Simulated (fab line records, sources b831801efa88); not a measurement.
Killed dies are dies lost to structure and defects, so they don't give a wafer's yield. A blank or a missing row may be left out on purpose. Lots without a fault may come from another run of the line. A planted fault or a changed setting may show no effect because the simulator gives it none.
A sampling plan put to the test | flow sky130 | one fab line, 14 faults that these records tell of, each judged on the records of the lots that it struck
The plan is the line's own looks: the steps of the route at which a gauge or an inspection reads the wafer and doesn't change it. A look can be judged if struck wafers have a number there and the file gives its usual mean and standard deviation on fault-free wafers. Caught: at a look after the fault's first step, the mean of the struck wafers lies 4 or more of those standard deviations (sigma) from the usual mean. On the tool: the same test on the tool's own readings at the fault's steps. Another recipe on the struck wafers, or a record that is blank for them alone, also counts as caught.

THE FAULTS, as the simulator had put them in
1. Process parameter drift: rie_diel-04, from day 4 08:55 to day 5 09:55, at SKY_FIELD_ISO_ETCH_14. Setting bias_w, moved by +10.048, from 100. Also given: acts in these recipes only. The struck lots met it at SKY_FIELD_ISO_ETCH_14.
2. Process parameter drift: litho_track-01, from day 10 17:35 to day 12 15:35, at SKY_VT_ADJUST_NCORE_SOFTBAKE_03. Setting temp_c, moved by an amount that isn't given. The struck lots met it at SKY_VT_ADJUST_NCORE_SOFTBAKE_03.
3. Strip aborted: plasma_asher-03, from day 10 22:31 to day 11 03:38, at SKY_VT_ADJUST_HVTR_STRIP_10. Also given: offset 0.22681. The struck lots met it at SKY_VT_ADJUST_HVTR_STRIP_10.
4. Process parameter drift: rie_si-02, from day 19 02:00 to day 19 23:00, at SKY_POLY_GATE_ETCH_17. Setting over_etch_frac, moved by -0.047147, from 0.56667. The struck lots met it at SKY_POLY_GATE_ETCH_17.
5. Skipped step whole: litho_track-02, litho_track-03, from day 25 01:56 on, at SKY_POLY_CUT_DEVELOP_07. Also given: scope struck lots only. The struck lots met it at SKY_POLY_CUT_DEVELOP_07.
6. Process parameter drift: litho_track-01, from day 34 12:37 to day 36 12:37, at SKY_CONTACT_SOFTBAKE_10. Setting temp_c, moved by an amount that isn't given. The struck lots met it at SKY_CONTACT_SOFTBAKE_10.
7. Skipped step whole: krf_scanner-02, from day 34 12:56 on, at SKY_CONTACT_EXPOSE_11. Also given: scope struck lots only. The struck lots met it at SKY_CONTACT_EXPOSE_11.
8. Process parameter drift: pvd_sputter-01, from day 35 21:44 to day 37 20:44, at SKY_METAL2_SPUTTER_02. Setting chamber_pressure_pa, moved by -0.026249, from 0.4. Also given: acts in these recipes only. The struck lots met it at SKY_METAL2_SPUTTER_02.
9. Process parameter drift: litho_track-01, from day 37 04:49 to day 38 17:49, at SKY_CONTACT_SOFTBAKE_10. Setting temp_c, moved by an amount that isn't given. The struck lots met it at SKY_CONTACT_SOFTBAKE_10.
10. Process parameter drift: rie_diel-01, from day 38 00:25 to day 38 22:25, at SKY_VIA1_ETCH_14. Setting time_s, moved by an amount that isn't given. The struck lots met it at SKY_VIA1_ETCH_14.
11. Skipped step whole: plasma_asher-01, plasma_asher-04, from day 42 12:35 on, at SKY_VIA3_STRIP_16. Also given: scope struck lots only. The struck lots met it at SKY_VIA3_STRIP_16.
12. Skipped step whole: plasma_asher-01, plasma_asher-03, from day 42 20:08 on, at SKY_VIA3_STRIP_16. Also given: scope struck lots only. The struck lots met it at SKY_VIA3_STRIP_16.
13. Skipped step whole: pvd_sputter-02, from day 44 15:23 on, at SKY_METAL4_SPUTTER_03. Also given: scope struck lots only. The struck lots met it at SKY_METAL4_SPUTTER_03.
14. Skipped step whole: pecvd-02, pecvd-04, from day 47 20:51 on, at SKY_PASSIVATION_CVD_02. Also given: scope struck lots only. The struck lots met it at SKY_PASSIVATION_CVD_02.

WHAT THE PLAN SAW
fault | on the tool itself                               | first look that catches it                      | reading, sigma | median hours from its first step to that look | hours from the fault's start to the first struck lot there | judged looks passed uncaught
1     | bias_w +36 sigma                                 | none of the 2 looks that can be judged after it | -              | -                                             | -                                                          | 2
2     | heater_power_total_W +13 sigma                   | no look after it can be judged                  | -              | -                                             | -                                                          | 0
3     | oes_product_au +28 sigma                         | no look after it can be judged                  | -              | -                                             | -                                                          | 0
4     | under 2 sigma                                    | none of the 3 looks that can be judged after it | -              | -                                             | -                                                          | 3
5     | the tool's record is blank for the struck wafers | no look after it can be judged                  | -              | -                                             | -                                                          | 0
6     | plate_temp_C -32 sigma                           | no look after it can be judged                  | -              | -                                             | -                                                          | 0
7     | no reading that can be judged                    | no look after it can be judged                  | -              | -                                             | -                                                          | 0
8     | chamber_pressure_pa -30 sigma                    | not the one look that can be judged after it    | -              | -                                             | -                                                          | 1
9     | plate_temp_C -10 sigma                           | none of the 2 looks that can be judged after it | -              | -                                             | -                                                          | 2
10    | oes_product_au +14 sigma                         | no look after it can be judged                  | -              | -                                             | -                                                          | 0
11    | the tool's record is blank for the struck wafers | no look after it can be judged                  | -              | -                                             | -                                                          | 0
12    | the tool's record is blank for the struck wafers | no look after it can be judged                  | -              | -                                             | -                                                          | 0
13    | the tool's record is blank for the struck wafers | no look after it can be judged                  | -              | -                                             | -                                                          | 0
14    | the tool's record is blank for the struck wafers | no look after it can be judged                  | -              | -                                             | -                                                          | 0
A dash: the fault isn't caught, or these records don't give the number.

Caught at a look: 0 of 14. Caught on the tool: 12 of 14. By one or the other: 12 of 14.
Caught on the tool alone: faults 1, 2, 3, 5, 6, 8, 9, 10, 11, 12, 13, 14.
Caught by neither: faults 4, 7.
